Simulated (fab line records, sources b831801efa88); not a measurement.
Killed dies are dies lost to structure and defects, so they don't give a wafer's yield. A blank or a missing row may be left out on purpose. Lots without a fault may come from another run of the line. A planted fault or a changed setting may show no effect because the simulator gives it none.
fab line records | flow sfq_line
record lots=7 wafers=19 last_day=85
route steps=325 shown M0@32 I0@43 M1@58
lots that met no fault: from a run of the same line without faults
start_h: hours from the record's first day to the start of the lot's first wafer shown | wait_h: hours since the lot's step before | " the same as in the row above | L1.1+2: a row that stands for several wafers | - no value, or no start given | * or withheld: withheld | < > ~ a bound
route shown NAME@n: a module of which the file shows steps, and the number in the route of the first | usual: mean/standard deviation of fault-free wafers | same: alike in all rows | chamber/n: place in a boat | sites: the reading at each site | _std_site: their standard deviation | _edge_site: outer sites' mean less inner sites' | radius_mm: how far each site lies from the wafer's centre | mask NAME#n: copy n | behind: the tool/chamber that last shaped the wafer | hold: why the lot was held/for how many hours/how that ended | device: the transistor (n, p or np) that didn't switch | end of line: the same wafers' tests at the end of the route | a step without rows: its recipe alone | killed: dies lost to structure and defects at the first sort, not the wafer's yield | map: a wafer's dies, x killed, . not, _ none there
set.NAME: the setting as run; set.NAME@STEP: as run at that earlier step | model.NAME: the simulator's own value behind a step, which no gauge read
lots at some steps of the route; a table a step, a row a wafer
services: from which hour (start_h, from the record's first day; less than 0 if before it) a tool's chamber was out of use, for how many hours, and why
## steps
# step SFQ_TRILAYER_M0_LITHO_COAT_026
# recipe resist=BARC spin_rpm=3000 resist_thk_nm=62
# step SFQ_TRILAYER_M0_LITHO_COAT_021
# recipe resist=KrF spin_rpm=3000 resist_thk_nm=600
# step SFQ_TRILAYER_M0_LITHO_SOFTBAKE_025
# recipe temp_c=withheld time_s=withheld resist=KrF
# step SFQ_TRILAYER_M0_LITHO_EXPOSE_022
# recipe mask_id=M0 na=0.6 source_shape=conventional sigma_outer=0.65 target_cd_nm=500 dose_mj=14.4
# step SFQ_TRILAYER_M0_LITHO_PEB_024
# recipe peb_temp_c=115 peb_time_s=60 resist=KrF
# step SFQ_TRILAYER_M0_LITHO_DEVELOP_023
# recipe time_s=60 resist=KrF
# step SFQ_M0_OVL_MEAS_906
# usual M0_OVL=1/6.5
# columns lot.wafer tool chamber start_h wait_h M0_OVL[nm]
L610.1 overlay-02 - 247.29 0.1 0
L610.3 " - " " 7
L610.5 " - " " -1
L618.4 overlay-01 - 322.33 0.1 7
L618.5 " - " " 6
L618.6 " - " " 2
L620.1 overlay-02 - 336.44 0.1 -1
L620.5 " - " " 0
L623.1 overlay-02 - 363.09 0.1 6
L623.2 " - " " -4
L623.5 " - " " 6
L624.3 overlay-01 - 374.03 0.1 8
L624.5 " - " " 4
L630.4 overlay-01 - 464.61 0.1 13
L630.5 " - " " 7
L630.6 " - " " 9
L631.1 overlay-02 - 469.39 0.1 -6
L631.3 " - " " -10
L631.6 " - " " -11
# step SFQ_TRILAYER_M0_BARC_OPEN_METAL_ETCH_031
# recipe mask_material=PR chemistry=O2 target_depth_nm=125 target=BARC icp_w=600 bias_w=80 pressure_mtorr=10 time_s=41.7
# usual drypump_motor_current_A=5.8/0.48 oes_product_au=0.685/0.0044
# columns lot.wafer tool chamber start_h wait_h drypump_motor_current_A oes_product_au rf_hours_counter_h
L610.1 rie_metal-03 0 247.33 0.0 6.2 0.682 0
L610.3 " 1 " " 6.6 0.680 -
L610.5 " 1 " " 6.6 0.684 -
L618.4 rie_metal-02 1 322.37 0.0 6.2 0.682 -
L618.5 " 0 " " 5.5 0.689 -
L618.6 " 1 " " 6.2 0.677 -
L620.1 rie_metal-03 1 336.48 0.0 6.6 0.690 116
L620.5 " 1 " " 6.6 0.686 -
L623.1 rie_metal-01 1 363.13 0.0 5.3 0.682 18
L623.2 " 0 " " 5.6 0.687 0
L623.5 " 1 " " 5.3 0.684 -
L624.3 rie_metal-02 0 374.07 0.0 5.4 0.691 -
L624.5 " 0 " " 5.5 0.690 -
L630.4 rie_metal-02 0 464.64 0.0 5.4 0.678 -
L630.5 " 1 " " 6.2 0.690 -
L630.6 " 0 " " 5.4 0.691 -
L631.1 rie_metal-02 1 469.42 0.0 6.2 0.684 109
L631.3 " 1 " " 6.2 0.690 -
L631.6 " 1 " " 6.2 0.681 -
# step SFQ_TRILAYER_M0_ETCH_METAL_ETCH_024
# recipe target=Nb stop_on=SiO2 mask_material=PR chemistry=Cl2/Ar target_depth_nm=240 icp_w=600 bias_w=80 pressure_mtorr=10 time_s=120
# usual drypump_motor_current_A=5.8/0.47 oes_product_au=0.894/0.0078
# columns lot.wafer tool chamber start_h wait_h drypump_motor_current_A oes_product_au rf_hours_counter_h
L610.1 rie_metal-03 0 247.39 0.0 6.2 0.909 0
L610.3 " 1 " " 6.6 0.904 -
L610.5 " 1 " " 6.6 0.894 -
L618.4 rie_metal-02 1 322.45 0.1 6.2 0.889 -
L618.5 " 0 " " 5.4 0.884 -
L618.6 " 1 " " 6.2 0.889 -
L620.1 rie_metal-03 1 336.54 0.0 6.5 0.896 116
L620.5 " 1 " " 6.6 0.899 -
L623.1 rie_metal-01 1 363.19 0.0 5.3 0.898 18
L623.2 " 0 " " 5.5 0.889 0
L623.5 " 1 " " 5.3 0.893 -
L624.3 rie_metal-02 0 374.16 0.1 5.4 0.885 -
L624.5 " 0 " " 5.5 0.885 -
L630.4 rie_metal-02 0 464.73 0.1 5.4 0.900 -
L630.5 " 1 " " 6.2 0.899 -
L630.6 " 0 " " 5.4 0.902 -
L631.1 rie_metal-02 1 469.48 0.0 6.2 0.896 109
L631.3 " 1 " " 6.2 0.899 -
L631.6 " 1 " " 6.2 0.886 -
# step SFQ_TRILAYER_M0_STRIP_STRIP_025
# recipe gas=O2 power_w=200 platen_temp_c=40 overash_fraction=0.65 chemistry=O2 pressure_mtorr=50
# usual drypump_motor_current_A=5.8/0.47 oes_product_au=1.003/0.011
# columns lot.wafer tool chamber start_h wait_h drypump_motor_current_A oes_product_au rf_hours_counter_h
L610.1 rie_metal-03 0 247.51 0.1 6.2 1.006 1
L610.3 " 1 " " 6.6 1.008 -
L610.5 " 1 " " 6.6 1.015 -
L618.4 rie_metal-02 1 322.74 0.2 6.2 1.015 -
L618.5 " 0 " " 5.4 0.990 -
L618.6 " 1 " " 6.2 1.020 -
L620.1 rie_metal-03 1 336.66 0.1 6.6 1.001 116
L620.5 " 1 " " 6.6 1.006 -
L623.1 rie_metal-01 1 363.31 0.1 5.3 1.000 18
L623.2 " 0 " " 5.5 1.008 0
L623.5 " 1 " " 5.3 0.988 -
L624.3 rie_metal-02 0 374.44 0.2 5.4 0.993 -
L624.5 " 0 " " 5.4 1.002 -
L630.4 rie_metal-02 0 465.01 0.2 5.4 0.994 -
L630.5 " 1 " " 6.2 1.012 -
L630.6 " 0 " " 5.4 1.005 -
L631.1 rie_metal-02 1 469.61 0.1 6.2 0.998 109
L631.3 " 1 " " 6.2 1.003 -
L631.6 " 1 " " 6.2 1.002 -
# step SFQ_TRILAYER_M0_STRIP_SOLV_CLEAN_026
# recipe chemistry=NMP temp_c=70 time_s=600
# step SFQ_TRILAYER_I0_DEP_PECVD_027
# recipe material=SiO2 temp_c=150 time_s=111.11 pressure_torr=2.4 rf_w=183.3 precursor=SiH4/N2O target_thk_nm=500
# usual heater_power_w=86/17 throttle_valve_pct=24.1/1.9
# columns lot.wafer tool chamber start_h wait_h heater_power_w throttle_valve_pct
L610.1 pecvd-01 1 248.29 0.0 100 30.2
L610.3 " 2 " " 106 23.7
L610.5 " 1 " " 107 30.2
L618.4 pecvd-01 0 323.35 0.0 55 24.5
L618.5 " 2 " " 107 24.1
L618.6 " 1 " " 96 30.8
L620.1 pecvd-02 1 337.44 0.0 90 22.1
L620.5 " 2 " " 105 22.9
L623.1 pecvd-02 0 364.09 0.0 79 23.1
L623.2 " 1 " " 83 22.3
L623.5 " 1 " " 87 22.5
L624.3 pecvd-02 0 375.01 0.0 71 23.0
L624.5 " 2 " " 105 22.9
L630.4 pecvd-02 2 465.80 0.0 109 23.2
L630.5 " 0 " " 78 23.6
L630.6 " 1 " " 92 22.8
L631.1 pecvd-03 1 470.91 0.0 53 23.6
L631.3 " 2 " " 72 26.1
L631.6 " 1 " " 59 23.8
# step SFQ_TRILAYER_I0_CMP_CMP_028
# recipe material=SiO2 down_force_psi=3 platen_rpm=60 pad_velocity_m_s=0.94248
# usual motor_current_A=9.9/0.52 slurry_filter_dp_kPa=13.49/0.14 time_to_endpoint_s=213/7.2
# columns lot.wafer tool chamber start_h wait_h motor_current_A slurry_filter_dp_kPa time_to_endpoint_s model.SiO2_of_TRILAYER_I0_DEP_PECVD_027.thk_nm
L610.1 cmp-02 0 248.36 0.0 9.8 13.63 218 199.9
L610.3 " 2 249.36 1.0 10.3 13.65 219 201.4
L610.5 " 1 250.86 2.5 10.1 13.32 218 199.5
L618.4 cmp-02 3 324.89 1.5 9.7 13.57 218 200.3
L618.6 " 0 " " 9.3 13.55 207 199.9
L618.5 " 1 " " 10.4 13.41 211 199.7
L620.1 cmp-02 1 338.02 0.5 10.0 13.51 205 185.5
L620.5 " 0 339.52 2.0 9.3 13.73 219 200.6
L623.2 cmp-02 1 364.17 0.0 10.1 13.65 207 199.8
L623.1 " 0 365.67 1.5 10.0 13.42 217 185.2
L623.5 " 1 " " 9.9 13.65 211 201.5
L624.3 cmp-02 1 375.59 0.5 9.8 13.33 217 185.3
L624.5 " 1 377.59 2.5 10.0 13.81 217 200.4
L630.4 cmp-01 0 467.76 1.9 11.1 13.60 212 198.8
L630.5 " 1 " " 9.9 13.61 229 201.8
L630.6 " 2 " " 10.2 13.20 218 200.5
L631.3 cmp-02 3 472.13 1.2 9.4 13.57 206 200.3
L631.1 " 1 473.13 2.2 9.7 13.50 205 198.8
L631.6 " 2 " " 10.0 13.34 217 200.8
# step SFQ_I0_BOW_MEAS_907
# recipe mode=bow
# usual I0_BOW=-1/6.5
# columns lot.wafer tool chamber start_h wait_h I0_BOW[um]
L610.1 film_metro-04 - 251.36 2.5 -6
L610.3 " - " " 6
L610.5 " - " " -13
L618.4 film_metro-02 - 326.45 1.1 8
L618.5 " - " " 8
L618.6 " - " " 5
L620.1 film_metro-01 - 340.52 2.0 -10
L620.5 " - " " 6
L620.1 film_metro-01 - 342.66 2.1 -
L620.5 " - " " -
L623.1 film_metro-04 - 367.17 1.0 5
L623.2 " - " " -3
L623.5 " - " " 3
L623.1 film_metro-04 - 368.49 1.3 -
L623.2 " - " " -
L623.5 " - " " -
L624.3 film_metro-02 - 378.13 2.0 -6
L624.5 " - " " -2
L624.3 film_metro-02 - 379.45 1.3 -
L624.5 " - " " -
L630.4 film_metro-04 - 469.32 1.1 1
L630.5 " - " " -11
L630.6 " - " " -6
L631.1 film_metro-02 - 474.63 1.0 -12
L631.3 " - " " -15
L631.6 " - " " -2
# step SFQ_TRILAYER_I0_METRO_MEASURE_029
# usual thk_nm=200.0/1.2
# columns lot.wafer tool chamber start_h wait_h thk_nm
L610.1 film_metro-04 - 251.48 0.1 200.0
L610.3 " - " " 201.4
L610.5 " - " " 199.3
L618.4 film_metro-02 - 327.11 0.6 200.3
L618.5 " - " " 199.8
L618.6 " - " " 199.9
L620.1 film_metro-01 - 346.94 4.3 185.6
L620.5 " - " " 200.7
L620.1 film_metro-01 - 348.31 1.2 185.5
L620.5 " - " " 200.5
L623.1 film_metro-04 - 374.04 5.5 185.2
L623.2 " - " " 199.9
L623.5 " - " " 201.3
L623.1 film_metro-04 - 375.87 1.6 185.1
L623.2 " - " " 199.8
L623.5 " - " " 201.5
L624.3 film_metro-02 - 382.31 2.8 185.5
L624.5 " - " " 200.4
L624.3 film_metro-02 - 383.67 1.2 185.3
L624.5 " - " " 200.5
L630.4 film_metro-04 - 469.98 0.6 198.7
L630.5 " - " " 201.7
L630.6 " - " " 200.5
L631.1 film_metro-02 - 474.75 0.1 198.9
L631.3 " - " " 200.2
L631.6 " - " " 200.7
# step SFQ_TRILAYER_I0_VIA_LITHO_COAT_036
# recipe resist=BARC spin_rpm=3000 resist_thk_nm=62
# step SFQ_TRILAYER_I0_VIA_LITHO_COAT_031
# recipe resist=KrF spin_rpm=3000 resist_thk_nm=650
# step SFQ_TRILAYER_I0_VIA_LITHO_SOFTBAKE_035
# recipe temp_c=withheld time_s=withheld resist=KrF
# step SFQ_TRILAYER_I0_VIA_LITHO_EXPOSE_032
# recipe mask_id=I0 na=0.6 source_shape=conventional sigma_outer=0.65 target_cd_nm=500 dose_mj=21.3
# step SFQ_TRILAYER_I0_VIA_LITHO_PEB_034
# recipe peb_temp_c=115 peb_time_s=60 resist=KrF
# step SFQ_TRILAYER_I0_VIA_LITHO_DEVELOP_033
# recipe time_s=60 resist=KrF
# step SFQ_I0_OVL_MEAS_908
# usual I0_OVL=-3/5.6
# columns lot.wafer tool chamber start_h wait_h I0_OVL[nm]
L610.1 overlay-01 - 380.02 0.1 -4
L610.3 " - " " -6
L610.5 " - " " -1
L618.4 overlay-02 - 470.61 0.1 -3
L618.5 " - " " -2
L618.6 " - " " -1
L620.1 overlay-02 - 486.19 0.1 6
L620.5 " - " " 6
L623.1 overlay-01 - 515.09 0.1 0
L623.2 " - " " -1
L623.5 " - " " -3
L624.3 overlay-01 - 527.11 0.1 -6
L624.5 " - " " -9
L630.4 overlay-01 - 627.24 0.1 5
L630.5 " - " " 2
L630.6 " - " " -1
L631.1 overlay-01 - 633.23 0.1 -11
L631.3 " - " " -7
L631.6 " - " " -1
# step SFQ_TRILAYER_I0_VIA_BARC_OPEN_VIA_ETCH_046
# recipe mask_material=PR chemistry=O2 target_depth_nm=125 target=BARC source_w=500 bias_w=80 pressure_mtorr=30 time_s=41.7
# step SFQ_TRILAYER_I0_VIA_ETCH_VIA_ETCH_034
# recipe target=SiO2 stop_on=Nb mask_material=PR taper_deg=20 chemistry=CHF3 target_depth_nm=260 source_w=500 bias_w=80 pressure_mtorr=30 time_s=withheld
# usual drypump_motor_current_A=5.6/0.31 oes_product_au=0.855/0.0056
# columns lot.wafer tool chamber start_h wait_h drypump_motor_current_A oes_product_au model.I0.feature_depth_nm model.etch.depth_nm
L610.1 rie_diel-02 0 380.09 0.0 5.5 0.856 199.9 199.9
L610.3 " 2 " " 5.5 0.855 201.4 201.4
L610.5 " 1 " " 5.8 0.856 199.5 199.5
L618.4 rie_diel-02 3 470.66 0.0 5.7 0.853 200.3 200.3
L618.5 " 0 " " 5.5 0.849 199.7 199.7
L618.6 " 1 " " 5.8 0.851 199.9 199.9
L620.1 rie_diel-04 2 486.26 0.0 5.2 0.829 185.5 185.5
L620.5 " 0 " " 5.8 0.861 200.6 200.6
L623.1 rie_diel-02 1 515.17 0.0 5.7 0.823 185.2 185.2
L623.2 " 0 " " 5.5 0.863 199.8 199.8
L623.5 " 0 " " 5.4 0.866 201.5 201.5
L624.3 rie_diel-02 0 527.17 0.0 5.5 0.828 185.3 185.3
L624.5 " 3 " " 5.8 0.857 200.4 200.4
L630.4 rie_diel-03 3 627.30 0.0 5.1 0.848 198.8 198.8
L630.5 " 1 " " 4.8 0.857 201.8 201.8
L630.6 " 2 " " 6.1 0.846 200.5 200.5
L631.1 rie_diel-03 1 633.30 0.0 4.8 0.860 198.8 198.8
L631.3 " 0 " " 5.8 0.854 200.3 200.3
L631.6 " 1 " " 4.8 0.855 200.8 200.8
# step SFQ_TRILAYER_I0_VIA_STRIP_STRIP_035
# recipe gas=O2 power_w=200 platen_temp_c=40 overash_fraction=0.65 chemistry=O2 pressure_mtorr=50
# usual drypump_motor_current_A=5.7/0.31 oes_product_au=0.998/0.012
# columns lot.wafer tool chamber start_h wait_h drypump_motor_current_A oes_product_au rf_hours_counter_h
L610.1 rie_metal-02 0 380.21 - 5.4 1.002 71
L610.3 " 0 " " 5.4 1.011 -
L610.5 " 0 " " 5.4 1.005 -
L618.4 rie_metal-01 1 470.98 - 5.3 0.980 -
L618.5 " 1 " " 5.3 0.990 -
L618.6 " 0 " " 5.5 1.016 -
L620.1 rie_metal-04 1 486.38 - 5.6 0.998 64
L620.5 " 0 " " 5.7 0.996 -
L623.1 rie_metal-01 0 515.28 - 5.6 1.005 17
L623.2 " 1 " " 5.3 0.990 31
L623.5 " 1 " " 5.3 1.003 -
L624.3 rie_metal-04 1 527.68 - 5.5 0.982 -
L624.5 " 1 " " 5.5 0.990 -
L630.4 rie_metal-04 1 627.62 - 5.5 0.980 -
L630.5 " 0 " " 5.7 0.993 -
L630.6 " 1 " " 5.6 0.990 -
L631.1 rie_metal-04 1 633.42 - 5.6 0.976 80
L631.3 " 1 " " 5.6 0.985 -
L631.6 " 0 " " 5.7 0.970 -
# step SFQ_TRILAYER_I0_VIA_STRIP_SOLV_CLEAN_036
# recipe chemistry=NMP temp_c=70 time_s=600
# step SFQ_TRILAYER_M1_DEP_PRE_CLEAN_038
# recipe gas=Ar time_s=22.5 bias_v=250
# columns lot.wafer tool chamber start_h wait_h model.SiO2_of_TRILAYER_I0_DEP_PECVD_027.thk_nm
L610.1 pvd_sputter-03 - 380.98 0.0 192.4
L610.3 " - " " 193.9
L610.5 " - " " 192
L618.4 pvd_sputter-04 - 471.55 0.0 192.8
L618.5 " - " " 192.2
L618.6 " - " " 192.4
L620.1 pvd_sputter-04 - 487.15 0.0 178
L620.5 " - " " 193.1
L623.1 pvd_sputter-03 - 516.06 0.0 177.7
L623.2 " - " " 192.3
L623.5 " - " " 194
L624.3 pvd_sputter-03 - 528.83 0.0 177.8
L624.5 " - " " 192.9
L630.4 pvd_sputter-05 - 628.19 0.0 191.3
L630.5 " - " " 194.3
L630.6 " - " " 193
L631.1 pvd_sputter-05 - 634.19 0.0 191.3
L631.3 " - " " 192.8
L631.6 " - " " 193.3
# step SFQ_TRILAYER_M1_DEP_SPUTTER_037
# recipe material=Nb base_pressure_pa=1.33e-06 chamber_pressure_pa=0.1333 substrate_temp_c=20 resputter_cathode_voltage_v=400 target_thk_nm=200 power_w=2000 time_s=133.3
## services
# columns tool chamber start_h hours kind
rie_metal-01 1 228.77 14.7 repair
rie_metal-01 - 238.92 0.2 repair
rie_metal-01 - 254.95 3.6 repair
rie_metal-01 0 258.46 30.1 repair
film_metro-04 - 268.61 0.9 repair
cmp-02 - 293.40 1.1 repair
cmp-02 - 327.23 0.7 repair
cmp-02 - 347.01 5.6 pm
film_metro-04 - 350.67 2.5 pm
cmp-02 - 353.64 1.2 repair
film_metro-04 - 362.53 0.6 pm
rie_metal-03 1 366.45 10.0 repair
cmp-02 - 409.35 4.0 pm
film_metro-04 - 412.49 3.0 pm
cmp-02 - 423.12 4.5 repair
rie_metal-03 - 456.07 0.9 repair
rie_metal-01 - 488.34 14.6 pm
cmp-02 - 516.14 2.0 repair
rie_metal-01 - 533.97 1.4 pm
rie_metal-03 - 540.77 2.8 pm
rie_metal-01 1 577.51 8.0 repair
rie_metal-01 0 588.85 6.9 repair
rie_metal-01 0 598.64 7.1 repair
cmp-02 - 626.38 3.4 repair
## key
first_sign step=SFQ_I0_BOW_MEAS_907 reading=visit direction=added
effect step=SFQ_TRILAYER_I0_METRO_MEASURE_029 reading=visit direction=added
effect step=SFQ_TRILAYER_I0_METRO_MEASURE_029 reading=thk_nm direction=down sigmas=12 usual=200.0 struck=185.4
effect step=SFQ_TRILAYER_I0_VIA_ETCH_VIA_ETCH_034 reading=oes_product_au direction=down sigmas=5 usual=0.855 struck=0.827
model_effect step=SFQ_TRILAYER_I0_CMP_CMP_028 value=SiO2_of_TRILAYER_I0_DEP_PECVD_027.thk_nm without=200.3 struck=185.3
model_effect step=SFQ_TRILAYER_I0_VIA_ETCH_VIA_ETCH_034 value=I0.feature_depth_nm without=200.3 struck=185.3
model_effect step=SFQ_TRILAYER_M1_DEP_PRE_CLEAN_038 value=SiO2_of_TRILAYER_I0_DEP_PECVD_027.thk_nm without=192.8 struck=177.8
met_at SFQ_TRILAYER_I0_CMP_CMP_028
struck_wafers L620.1,L623.1,L624.3
onset_between 324.89 338.02
fault kind=process_parameter_drift tool=cmp-02 chamber=- onset_h=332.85 steps=SFQ_TRILAYER_I0_CMP_CMP_028 channel=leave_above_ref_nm offset=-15 shape=step end_h=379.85 scope=struck_wafers_only acts_in=these_recipes_only stated=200
